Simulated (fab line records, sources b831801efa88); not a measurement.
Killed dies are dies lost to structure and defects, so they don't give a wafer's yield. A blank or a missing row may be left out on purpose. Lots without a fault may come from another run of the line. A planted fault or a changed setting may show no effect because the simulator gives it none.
Problem report in the 8D (eight disciplines) form, filled by code | flow gf180mcu | the parts of the form that need people (team, actions taken, sign-off) are left out

1. THE PROBLEM
oes_product_au at GF_MVPSD_STRIP_10 reads a mean of 0.889 a.u. on 3 wafers of 1 lot; wafers without a fault read 0.722 a.u. with a standard deviation of 0.0039. That is +43 standard deviations from the usual mean.
The step: strips in O2/N2.
First seen on wafer L567.3, day 7 13:22, on plasma_asher-04. The record holds 39 wafers of 13 lots with a number at this step. Rule for "out", or "out of limits": more than 4 standard deviations from the usual mean. The other wafers with a number count as sound.

2. WHAT IT IS AND WHAT IT IS NOT
question                    | is                     | is not
which readings at this step | oes_product_au         | drypump_motor_current_A, heater_power_w
which lots                  | L567                   | L557, L558, L559, L562, L564, L565, L568, L569, L576, L577, L578, L579
which wafers of those lots  | all that have a number | -
read on which tools         | plasma_asher-04        | plasma_asher-01, plasma_asher-03
when                        | from day 7 13:22       | up to then (18 sound wafers); but 18 sound wafers of L568, L569, L576, L577, L578, L579 came after

3. SUSPECTS, AND WHAT RULES EACH OUT
Counting: a tool at a process step up to the reading stays a suspect if it ran every lot that is out and no sound lot after the first of them.
- plasma_asher-04 at GF_MVPSD_STRIP_10 (strips in O2/N2): ruled out as a lasting fault. Sound lots L577 ran on it after its first lot that is out, L567 (day 7 13:22).
Left after counting: nothing in the record.

4. THE CAUSE (what the simulator had put in)
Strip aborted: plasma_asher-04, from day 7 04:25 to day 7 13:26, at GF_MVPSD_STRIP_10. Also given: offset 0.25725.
Counting ruled it out, wrongly.

5. THE CHAIN OF EFFECTS, in route order
Each row: a reading whose mean over the struck wafers that have a number lies more than 3 standard deviations from the usual. Only readings for which the record gives a usual standard deviation are gone through. hours: the time from each lot's start at the first step in this table that gives one to its start at this step, as a median over the lots. sigmas: the change in usual standard deviations.
hours | step              | reading        | usual      | on struck wafers | change | sigmas
0     | GF_MVPSD_STRIP_10 | oes_product_au | 0.722 a.u. | 0.889            | +0.167 | +43
The process steps in it:
- GF_MVPSD_STRIP_10: strips in O2/N2.
Readings that are blank on the struck wafers while sound wafers have them: strip_time_to_endpoint_s at GF_MVPSD_STRIP_10.
Later measuring or inspecting steps at which every struck wafer that the step has a row for has a number for every such reading, and none has moved that far: GF_DUAL_GATE_THK_MEAS_03, GF_DUAL_GATE_OVL_MEAS_11.

6. WHAT WOULD HAVE CAUGHT IT SOONER
In this record the first reading out of limits was taken at day 7 13:22, 9 hours after the fault began at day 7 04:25.
